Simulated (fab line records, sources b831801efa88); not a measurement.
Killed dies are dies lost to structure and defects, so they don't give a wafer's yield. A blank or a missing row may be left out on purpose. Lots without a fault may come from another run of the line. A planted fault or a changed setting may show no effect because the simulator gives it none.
Chamber matching | flow sky130 | SKY_FIELD_ISO_ETCH_15 on rie_diel-03: 4 sister chambers
The step etches the open film in CHF3/O2, stops on Si, target depth 180 nm, time 72 s. 4 wafers are shown with their chamber, then 8 later ones without.

WAFERS WITH THEIR CHAMBER
wafer  | chamber | drypump_motor_current_A (A)
L082.1 | 2       | 5.66
L088.1 | 1       | 6.16
L088.5 | 0       | 6.18
L091.2 | 3       | 5.74

WAFERS WITHOUT THEIR CHAMBER
wafer  | drypump_motor_current_A (A)
L091.4 | 6.24
L091.6 | 5.67
L095.1 | 6.19
L095.4 | 6.18
L095.5 | 5.74
L097.3 | 6.15
L097.4 | 5.69
L097.6 | 5.72

WHICH CHAMBER EACH WENT THROUGH
wafer  | from the rows above     | in truth
L091.4 | can't be placed: 0 or 1 | 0
L091.6 | 2                       | 2
L095.1 | can't be placed: 0 or 1 | 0
L095.4 | can't be placed: 0 or 1 | 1
L095.5 | 3                       | 3
L097.3 | can't be placed: 1 or 0 | 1
L097.4 | can't be placed: 2 or 3 | 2
L097.6 | can't be placed: 3 or 2 | 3
Placed correctly: 2 of 8. Can't be placed from these rows: 6 (the true chamber is among the candidates in 6). Placed wrongly: 0.
How it was worked out, from the rows above alone: a wafer's distance from a chamber is the root of the sum, over the readings, of the square of ((its reading less the chamber's mean) divided by the reading's scatter). The wafer belongs to the nearest chamber; if the next one is less than 2 further off, it can't be placed. A chamber's mean is the mean of its shown wafers. The scatter: with one shown wafer a chamber, the root of the mean of the squares of how far each hidden wafer lies from its nearest shown one.
